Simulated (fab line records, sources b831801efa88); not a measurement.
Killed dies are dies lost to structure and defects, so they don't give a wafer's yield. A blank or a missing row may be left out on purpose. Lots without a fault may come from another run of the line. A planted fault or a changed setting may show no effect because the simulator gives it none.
Problem report in the 8D (eight disciplines) form, filled by code | flow sky130 | the parts of the form that need people (team, actions taken, sign-off) are left out

1. THE PROBLEM
CAP2M_TIN_RS at SKY_CAP2M_RS_MEAS_03 reads a mean of 9.77 ohm/sq on 4 wafers of 2 lots; wafers without a fault read 6.94 ohm/sq with a standard deviation of 0.08. That is +35 standard deviations from the usual mean.
The step: measures by four-point-probe.
First seen on wafer L723.6, day 46 08:19, on film_metro-04. The record holds 30 wafers of 10 lots with a number at this step. Rule for "out", or "out of limits": more than 4 standard deviations from the usual mean. The other wafers with a number count as sound.

2. WHAT IT IS AND WHAT IT IS NOT
question                    | is                             | is not
which readings at this step | CAP2M_TIN_RS                   | -
which lots                  | L722, L723                     | L703, L704, L705, L707, L708, L709, L712, L724
which wafers of those lots  | L722.2, L722.5, L722.6, L723.6 | L723.3, L723.4
read on which gauges        | film_metro-01, film_metro-04   | film_metro-02
when                        | from day 46 08:19              | up to then (23 sound wafers); but 3 sound wafers of L724 came after

3. SUSPECTS, AND WHAT RULES EACH OUT
Counting: a tool at a process step up to the reading stays a suspect if it ran every lot that is out. Sound lots after the first of them don't rule it out here, since some wafers of a struck lot are sound.
- the gauge at SKY_CAP2M_RS_MEAS_03: ruled out. The wafers that are out were read on 2 gauges (film_metro-01, film_metro-04).
- rie_metal-03 at SKY_METAL3_ETCH_16 (etches BARC in N2/H2, stops on SiO2, time 88.2 s, target depth 60 nm): kept. It ran every lot that is out, first L723 (day 45 07:53); its last sound lot up to then is L709 (day 40 01:34).
- pvd_sputter-02 at SKY_CAP2M_SPUTTER_02 (material TiN, target thk 200 nm, time 166.7 s): kept. It ran every lot that is out, first L723 (day 46 08:10); its last sound lot up to then is L712 (day 42 09:17).
Left after counting: rie_metal-03 at SKY_METAL3_ETCH_16, pvd_sputter-02 at SKY_CAP2M_SPUTTER_02.

4. THE CAUSE (what the simulator had put in)
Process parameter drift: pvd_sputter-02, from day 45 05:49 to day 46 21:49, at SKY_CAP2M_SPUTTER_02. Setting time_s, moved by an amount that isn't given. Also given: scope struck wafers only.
Counting left 2 suspects, and this tool is among them.

5. THE CHAIN OF EFFECTS, in route order
Each row: a reading whose mean over the struck wafers that have a number lies more than 3 standard deviations from the usual. Only readings for which the record gives a usual standard deviation are gone through. hours: the time from each lot's start at the first step in this table that gives one to its start at this step, as a median over the lots. sigmas: the change in usual standard deviations.
hours | step                    | reading            | usual       | on struck wafers | change | sigmas
0     | SKY_CAP2M_RS_MEAS_03    | CAP2M_TIN_RS       | 6.94 ohm/sq | 9.77             | +2.83  | +35
0     | SKY_CAP2M_THK_MEAS_04   | CAP2M_TIN_THK      | 198.5 nm    | 142.6            | -55.9  | -22
19    | SKY_CAP2M_METAL_ETCH_13 | oes_product_au     | 0.939 a.u.  | 0.779            | -0.160 | -20
19    | SKY_CAP2M_METAL_ETCH_13 | throttle_valve_pct | 21.904 %    | 22.004           | +0.100 | +10
The process steps in it:
- SKY_CAP2M_METAL_ETCH_13: etches TiN in Cl2/BCl3, stops on SiO2, target depth 220 nm, time 62.9 s.
Later measuring or inspecting steps at which every struck wafer that the step has a row for has a number for every such reading, and none has moved that far: SKY_METAL4_OVL_MEAS_14.

6. WHAT WOULD HAVE CAUGHT IT SOONER
In this record the first reading out of limits at a measuring or inspecting step was taken at day 46 08:19, 26 hours after the fault began at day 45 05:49.
Of the tool readings at SKY_CAP2M_SPUTTER_02 for which the record gives a usual standard deviation, none was out on any struck wafer, so an alarm limit of 4 standard deviations on them would not have fired.
Of the lots that are out (2), L722 began SKY_CAP2M_SPUTTER_02 on pvd_sputter-02 after day 46 08:19. A hold on the tool at that time would have spared it.
